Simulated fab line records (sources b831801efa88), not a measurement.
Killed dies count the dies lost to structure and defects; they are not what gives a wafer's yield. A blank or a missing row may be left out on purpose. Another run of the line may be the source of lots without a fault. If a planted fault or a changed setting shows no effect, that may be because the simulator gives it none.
The tool behind it: which one? | flow gf180mcu | 13 lots, 39 wafers sampled, at 4 steps of a route of 602

WHAT THE GAUGES SHOWED, per wafer
GF_V1_THK_MEAS_25: measures by xrf.
lot  | measured     | on            | V1_W_THK (nm)
L933 | day 18 03:44 | film-metro-02 | 361 367 365
L934 | day 18 14:01 | film-metro-03 | 369 370 370
L935 | day 19 01:54 | film-metro-02 | 362 366 357
L938 | day 20 06:43 | film-metro-01 | 366 370 366
L942 | day 22 17:25 | film-metro-01 | 363 360 363
L943 | day 23 02:39 | film-metro-02 | 369 374 367
L945 | day 23 07:13 | film-metro-02 | 370 371 374
L946 | day 24 07:38 | film-metro-01 | 371 368 363
L947 | day 24 01:40 | film-metro-02 | 370 362 364
L948 | day 24 14:46 | film-metro-01 | 362 360 372
L952 | day 25 01:59 | film-metro-01 | 359 359 358
L953 | day 25 16:08 | film-metro-02 | 376 374 370
L954 | day 25 21:43 | film-metro-01 | 355 359 364

TOOL THAT RAN EACH LOT (tool first, then ch and the chambers of the sampled wafers, then the start)
lot  | GF_STI_WET_ETCH_26             | GF_POLY_GATE_ETCH_13             | GF_HV_LDD_STRIP_10
L933 | wet-bench-04 ch 3, day 2 09:15 | rie-si-01 ch 0,1,3, day 9 07:29  | plasma-asher-02 ch 0,1, day 10 02:41
L934 | wet-bench-04 ch 3, day 2 14:01 | rie-si-01 ch 0,1,2, day 9 14:36  | plasma-asher-04 ch 0,1, day 10 09:38
L935 | wet-bench-03 ch 2, day 2 19:24 | rie-si-02 ch 0,2,3, day 9 20:05  | plasma-asher-04 ch 0,1, day 10 16:50
L938 | wet-bench-03 ch 1, day 3 10:32 | rie-si-01 ch 1,3, day 10 21:38   | plasma-asher-04 ch 0, day 11 17:37
L942 | wet-bench-02 ch 1, day 4 08:29 | rie-si-02 ch 0,2,3, day 12 15:56 | plasma-asher-02 ch 0,1, day 13 16:11
L943 | wet-bench-02 ch 3, day 5 01:48 | rie-si-01 ch 0,3, day 13 04:32   | plasma-asher-01 ch 0,1, day 14 02:49
L945 | wet-bench-02 ch 1, day 5 02:06 | rie-si-01 ch 0,1,2, day 13 06:29 | plasma-asher-04 ch 1, day 14 05:04
L946 | wet-bench-04 ch 0, day 5 17:12 | rie-si-02 ch 0,3, day 14 03:09   | plasma-asher-01 ch 0,1, day 15 03:28
L947 | wet-bench-02 ch 1, day 5 17:16 | rie-si-02 ch 2,3, day 14 00:50   | plasma-asher-02 ch 0,1, day 14 23:25
L948 | wet-bench-04 ch 1, day 5 21:19 | rie-si-01 ch 0,1, day 14 11:17   | plasma-asher-01 ch 0,1, day 15 10:53
L952 | wet-bench-03 ch 0, day 6 10:25 | rie-si-02 ch 0,3, day 15 01:32   | plasma-asher-04 ch 0,1, day 16 00:40
L953 | wet-bench-03 ch 2, day 6 18:28 | rie-si-01 ch 0,3, day 15 12:34   | plasma-asher-04 ch 1, day 16 12:49
L954 | wet-bench-03 ch 2, day 6 20:05 | rie-si-01 ch 1,2,3, day 15 18:17 | plasma-asher-01 ch 0,1, day 16 17:59
- GF_STI_WET_ETCH_26: etches SiO2 in dHF, target depth 94 nm, time 188 s.
- GF_POLY_GATE_ETCH_13: etches poly-Si in HBr/Cl2, stops on SiO2, target depth 198.5 nm, time 69.6 s.
- GF_HV_LDD_STRIP_10: strips in O2/N2.

WHAT THE TOOLS THEMSELVES READ (means of the sampled wafers that have a number; where no wafer has one, the mark that the record gives instead)
GF_STI_WET_ETCH_26.
lot  | tool         | run-length-s (s)
L933 | wet-bench-04 | 214
L934 | wet-bench-04 | 223
L935 | wet-bench-03 | 214
L938 | wet-bench-03 | 215
L942 | wet-bench-02 | 215
L943 | wet-bench-02 | 216
L945 | wet-bench-02 | 171
L946 | wet-bench-04 | 219
L947 | wet-bench-02 | 171
L948 | wet-bench-04 | 223
L952 | wet-bench-03 | 214
L953 | wet-bench-03 | 215
L954 | wet-bench-03 | 222

GF_POLY_GATE_ETCH_13.
lot  | tool      | drypump-motor-current-A (A) | oes-product-au (a.u.) | run-length-s (s) | throttle-valve-pct (%)
L933 | rie-si-01 | 6.0                         | 0.998                 | 97.7             | 33.684
L934 | rie-si-01 | 5.8                         | 0.996                 | 97.4             | 33.690
L935 | rie-si-02 | 5.3                         | 0.991                 | 98.1             | 33.684
L938 | rie-si-01 | 5.7                         | 1.000                 | 97.9             | 33.690
L942 | rie-si-02 | 5.3                         | 0.991                 | 97.9             | 33.693
L943 | rie-si-01 | 5.9                         | 0.997                 | 97.2             | 33.678
L945 | rie-si-01 | 5.8                         | 0.992                 | 97.6             | 33.686
L946 | rie-si-02 | 5.0                         | 0.987                 | 97.9             | 33.690
L947 | rie-si-02 | 5.6                         | 0.993                 | 98.5             | 33.683
L948 | rie-si-01 | 6.4                         | 0.989                 | 97.5             | 33.676
L952 | rie-si-02 | 5.0                         | 0.988                 | 97.8             | 33.677
L953 | rie-si-01 | 6.0                         | 1.001                 | 97.4             | 33.685
L954 | rie-si-01 | 5.6                         | 0.992                 | 97.8             | 33.688

GF_HV_LDD_STRIP_10.
lot  | tool            | drypump-motor-current-A (A) | heater-power-w (W) | oes-product-au (a.u.) | strip-time-to-endpoint-s (s)
L933 | plasma-asher-02 | 5.63                        | 343                | 0.717                 | 12.64
L934 | plasma-asher-04 | 5.39                        | 330                | 0.720                 | 12.62
L935 | plasma-asher-04 | 5.39                        | 320                | 0.714                 | 12.62
L938 | plasma-asher-04 | 5.27                        | 330                | 0.718                 | 12.59
L942 | plasma-asher-02 | 5.63                        | 342                | 0.719                 | 12.60
L943 | plasma-asher-01 | 5.51                        | 357                | 0.719                 | 12.65
L945 | plasma-asher-04 | 5.68                        | 325                | 0.721                 | 12.65
L946 | plasma-asher-01 | 5.48                        | 349                | 0.712                 | 12.59
L947 | plasma-asher-02 | 5.62                        | 338                | 0.713                 | 12.58
L948 | plasma-asher-01 | 5.45                        | 335                | 0.716                 | 12.65
L952 | plasma-asher-04 | 5.55                        | 327                | 0.717                 | 12.58
L953 | plasma-asher-04 | 5.69                        | 321                | 0.721                 | 12.63
L954 | plasma-asher-01 | 5.47                        | 358                | 0.718                 | 12.62

THE ANSWER, worked out from the rows above alone
Rule: the lots themselves supply what counts as usual. The widest of any qualifying gaps counts: lots, ordered by their means at a reading, are off when they make up no more than a third of the lots, leave a main group of 4 or more, and stand apart from it by 3 or more times the standard deviation of that group's means. A main group whose means are all the same, to the digits that the tables above print for the reading, isn't used. Also off: a lot with no number at a reading for which 4 or more lots have one. Where the step has rows for the other lots, those lots are counted as sound. The gauges are gone through in route order, then the tools' own readings, and for those a lot's mean is taken as printed above. At the first step where some lot is off, the reading lying furthest off is the one used; lots without a number count as furthest.
Off at GF_STI_WET_ETCH_26 (run-length-s): L945, L947. Mean 217 s and standard deviation 3.6 in the main group.
If a tool, at that step or one of the process steps before it, ran each lot that is off and ran no sound lot following the first of them, it fits. One fits: wet-bench-02 at GF_STI_WET_ETCH_26. Its last sound lot is L943 (day 5 01:48), its first lot that is off L945 (day 5 02:06): a fault that began between those two fits.
On the lots that are off, the tool's own readings at GF_STI_WET_ETCH_26 differ by more than 5 times the standard deviation of the sound lots' means, which bears it out; run-length-s reads 171 s there versus 217 s on the sound lots.

WHAT WAS PUT IN BY THE SIMULATOR
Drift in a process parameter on wet-bench-02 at GF_STI_WET_ETCH_26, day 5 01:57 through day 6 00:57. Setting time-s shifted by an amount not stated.
Shown lots that were struck: L945, L947. The same result came from the rule above.
